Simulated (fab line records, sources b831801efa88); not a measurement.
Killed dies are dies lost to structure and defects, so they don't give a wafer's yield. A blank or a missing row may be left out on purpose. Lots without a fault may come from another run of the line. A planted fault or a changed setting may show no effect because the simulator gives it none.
Chamber matching | flow gf180mcu | GF_POLY_GATE_ETCH_13 on rie_si-02: 4 sister chambers
The step etches poly-Si in HBr/Cl2, stops on SiO2, target depth 198.5 nm, time 69.6 s. 8 wafers are shown with their chamber, then 9 later ones without.

WAFERS WITH THEIR CHAMBER
wafer  | chamber | oes_product_au (a.u.) | throttle_valve_pct (%)
L869.2 | 1       | 1.043                 | 33.671
L870.3 | 1       | 1.021                 | 33.689
L873.1 | 0       | 0.985                 | 33.676
L873.3 | 2       | 0.998                 | 33.697
L873.4 | 3       | 0.992                 | 33.685
L875.2 | 0       | 0.996                 | 33.668
L875.5 | 3       | 0.995                 | 33.691
L875.6 | 2       | 1.005                 | 33.679

WAFERS WITHOUT THEIR CHAMBER
wafer  | oes_product_au (a.u.) | throttle_valve_pct (%)
L877.2 | 1.024                 | 33.688
L877.3 | 0.995                 | 33.686
L877.4 | 0.992                 | 33.690
L878.1 | 1.040                 | 33.671
L878.2 | 1.004                 | 33.680
L878.6 | 1.017                 | 33.674
L887.2 | 0.953                 | 33.679
L887.4 | 1.012                 | 33.679
L887.5 | 1.025                 | 33.698

WHICH CHAMBER EACH WENT THROUGH
wafer  | from the rows above               | in truth
L877.2 | can't be placed: 1 or 2           | 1
L877.3 | can't be placed: 3 or 2 or 0      | 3
L877.4 | can't be placed: 3 or 2 or 0      | 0
L878.1 | 1                                 | 1
L878.2 | can't be placed: 2 or 3 or 0      | 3
L878.6 | can't be placed: 1 or 2 or 0 or 3 | 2
L887.2 | can't be placed: 0 or 3 or 2      | 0
L887.4 | can't be placed: 2 or 1 or 3 or 0 | 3
L887.5 | can't be placed: 1 or 2 or 3      | 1
Placed correctly: 1 of 9. Can't be placed from these rows: 8 (the true chamber is among the candidates in 8). Placed wrongly: 0.
How it was worked out, from the rows above alone: a wafer's distance from a chamber is the root of the sum, over the readings, of the square of ((its reading less the chamber's mean) divided by the reading's scatter). The wafer belongs to the nearest chamber; if the next one is less than 2 further off, it can't be placed. A chamber's mean is the mean of its shown wafers. The scatter: the root of (the sum of the squares of (reading less its chamber's mean) over the shown wafers, divided by (wafers less chambers)).
